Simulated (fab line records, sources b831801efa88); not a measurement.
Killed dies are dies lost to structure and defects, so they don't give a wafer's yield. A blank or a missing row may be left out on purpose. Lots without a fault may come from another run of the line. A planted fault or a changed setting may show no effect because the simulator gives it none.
A struck lot beside a sound one | flow gf180mcu | 16 steps out of a route of 602
Sound: wafers L522.2, L522.3, L522.6. Struck: wafer L532.6. (L532.2, L532.4 of the same lot were not struck and are left out.) The cause comes at the end.
At each step with rows: each side's tool, then ch and its chambers, then its first start. Under that, the readings that differ: sound wafers | struck wafers | difference of the means | sigmas: that difference in standard deviations of wafers without a fault.
alike: readings whose means differ by less than 2 such deviations, and words and numbers that are the same on both sides. not compared: withheld readings, readings that some wafer has no value for, bounds like >300 that may hide the same value, and numbers for which the record gives no deviation and whose values overlap.
The two part at a step that has a row with sigmas, a row that says differs or no value, or rows on one side only. Numbers that don't overlap but have no deviation are shown without sigmas and don't part them. A reading that every wafer of one side lacks parts them only if that side has two wafers or more.

first, 6 steps without rows for these wafers: GF_M4_HMDS_08 (prime time 60 s); GF_M4_COAT_09 (resist thk 1000 nm); GF_M4_SOFTBAKE_10 (time 60 s); GF_M4_EXPOSE_11 (exposes mask Metal4, target cd 280 nm); GF_M4_PEB_12 (peb time 90 s); GF_M4_DEVELOP_13 (develop time 60 s).
GF_M4_CD_MEAS_14: target cd 280 nm.
  sound on cd_sem-01, day 25 07:57; struck on cd_sem-01, day 28 14:00
  alike: cd_nm
GF_M4_OVL_MEAS_15:
  sound on overlay-02, day 25 08:03; struck on overlay-01, day 28 14:06
  alike: M4_OVL
GF_M4_METAL_ETCH_16: etches the open film in Cl2/BCl3, stops on SiO2, target depth 627.5 nm, time 104.6 s.
  sound on rie_metal-04 ch 0,1, day 25 08:05; struck on rie_metal-03 ch 1, day 28 14:08
  reading                | sound                | struck | difference | sigmas
  throttle_valve_pct (%) | 28.246 28.248 28.239 | 28.277 | +0.033     | +3
  alike: drypump_motor_current_A, oes_product_au
  not compared: rf_hours_counter_h
GF_M4_STRIP_17: strips in O2/N2.
  sound on plasma_asher-03 ch 0,1, day 25 08:12; struck on plasma_asher-03 ch 1, day 28 14:15
  alike: drypump_motor_current_A, heater_power_w, oes_product_au, strip_time_to_endpoint_s
  not compared: rf_hours_counter_h
then, 2 steps without rows for these wafers: GF_M4_STRIP_18 (strips in post etch residue remover, time 1200 s); GF_M4_CLEAN_19 (cleans in DIW).
GF_V4_CVD_00: deposits SiO2, target thk 600 nm, time 100 s.
  sound on hdpcvd-02 ch 0,1, day 25 08:47; struck on hdpcvd-02 ch 0, day 28 14:47
  reading                             | sound             | struck | difference | sigmas
  sih4_flow_sccm (sccm)               | 59.80 60.05 59.80 | 30.07  | -29.81     | -99 or more
  model.SiO2_of_V4_CVD_00.thk_nm (nm) | 589.9 592.9 591.9 | 291    | -301       |
GF_V4_THK_MEAS_01:
  sound on film_metro-03, day 25 08:52; struck on film_metro-02, day 28 14:52
  reading            | sound       | struck | difference | sigmas
  V4_CVD_00_THK (nm) | 590 593 591 | 291    | -300       | -46
GF_V4_CVD_02: deposits SiO2 from TEOS, target thk 850 nm, time 94.851 s.
  sound on pecvd-04 ch 0,1, day 25 08:55; struck on pecvd-04 ch 1, day 28 14:55
  alike: heater_power_outer_w, heater_power_w
-- the record jumps here: 5 days lie between the struck wafers' starts before and after (it left off in module V4 and takes up again in module PASSIVATION, whose first step shown is number 602 of the route) --
GF_PASSIVATION_PROBE_99:
  the record has rows for the struck wafers here (prober-01, day 33 10:11) and none for the sound ones

WHERE THEY PART
First at GF_M4_METAL_ETCH_16; last, within this record, at GF_PASSIVATION_PROBE_99.

WHY: what the simulator had put in
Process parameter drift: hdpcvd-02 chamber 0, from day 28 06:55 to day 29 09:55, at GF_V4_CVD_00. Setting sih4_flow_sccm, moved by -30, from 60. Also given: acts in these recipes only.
